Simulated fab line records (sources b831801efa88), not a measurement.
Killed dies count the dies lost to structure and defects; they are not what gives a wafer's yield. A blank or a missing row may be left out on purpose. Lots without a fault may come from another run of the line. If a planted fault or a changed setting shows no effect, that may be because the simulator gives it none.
Which tool was responsible?	flow gf180mcu	11 lots, 33 wafers sampled, at 3 steps of a route of 602

## WHAT EACH GAUGE READ, for each wafer
GF_V4_RS_MEAS_24: measures by four-point-probe.
lot	measured	on	V4_W_RS (ohm/sq)
L822	day 24 21:02	film_metro-04	0.326 0.328 0.325
L823	day 25 02:23	film_metro-04	0.326 0.328 0.326
L824	day 25 12:24	film_metro-02	0.326 0.327 0.325
L825	day 25 18:08	film_metro-02	0.332 0.325 0.328
L826	day 26 04:35	film_metro-01	0.321 0.319 0.324
L828	day 26 20:46	film_metro-01	0.334 0.328 0.332
L829	day 27 03:22	film_metro-04	0.322 0.320 0.317
L831	day 27 20:03	film_metro-04	0.323 0.323 0.324
L837	day 29 14:23	film_metro-02	0.246 0.324 0.326
L843	day 31 02:36	film_metro-04	0.327 0.329 0.330
L844	day 31 10:59	film_metro-01	0.329 0.329 0.328

## WHICH TOOL RAN EACH LOT (tool, then ch and the chambers of the sampled wafers, then the start)
lot	GF_V4_SPUTTER_22	GF_V4_CVD_23
L822	pvd_sputter-02, day 24 20:53	cvd_w-01 ch 0,1, day 24 20:56
L823	pvd_sputter-03, day 25 02:14	cvd_w-01 ch 0,1, day 25 02:16
L824	pvd_sputter-03, day 25 12:15	cvd_w-01 ch 0,1, day 25 12:17
L825	pvd_sputter-02, day 25 17:59	cvd_w-02 ch 0,1, day 25 18:01
L826	pvd_sputter-02, day 26 04:25	cvd_w-02 ch 1, day 26 04:27
L828	pvd_sputter-03, day 26 20:37	cvd_w-01 ch 0,1, day 26 20:39
L829	pvd_sputter-02, day 27 03:11	cvd_w-02 ch 0,1, day 27 03:16
L831	pvd_sputter-03, day 27 19:54	cvd_w-02 ch 0, day 27 19:56
L837	pvd_sputter-02, day 29 14:14	cvd_w-02 ch 0,1, day 29 14:16
L843	pvd_sputter-03, day 31 02:26	cvd_w-01 ch 0,1, day 31 02:28
L844	pvd_sputter-02, day 31 10:50	cvd_w-01 ch 1, day 31 10:52
- GF_V4_SPUTTER_22: material TiN, target thk 10 nm, time 40 s.
- GF_V4_CVD_23: deposits W, target thk 350 nm, time 104.9 s.

## THE ANSWER, worked out from the rows above alone
Rule: usual is defined by the lots themselves. Put in order of their means at a reading, lots are off if they are a third of the lots or fewer, leave a main group of 4 or more, and stand apart from it by a gap of 3 or more times the standard deviation of the main group's means; of several such gaps the widest counts. Not used: any main group whose means are identical at the precision the tables above print for the reading. A lot without any number at a reading at which 4 lots or more have one is off too. Where the step has rows for the other lots, those lots are counted as sound.
Off: L837, at GF_V4_RS_MEAS_24 (V4_W_RS). The main group has a mean of 0.326 ohm/sq with a standard deviation of 0.0034.
A tool fits if, at a process step before that reading, it ran every lot that is off, and no sound lot after the first of them. Gauges at GF_V4_RS_MEAS_24: tried the same way as those tools. Can't be told from this: 2 tools fit, cvd_w-02 at GF_V4_CVD_23, film_metro-02 at GF_V4_RS_MEAS_24.

## WHAT HAD BEEN PUT IN BY THE SIMULATOR
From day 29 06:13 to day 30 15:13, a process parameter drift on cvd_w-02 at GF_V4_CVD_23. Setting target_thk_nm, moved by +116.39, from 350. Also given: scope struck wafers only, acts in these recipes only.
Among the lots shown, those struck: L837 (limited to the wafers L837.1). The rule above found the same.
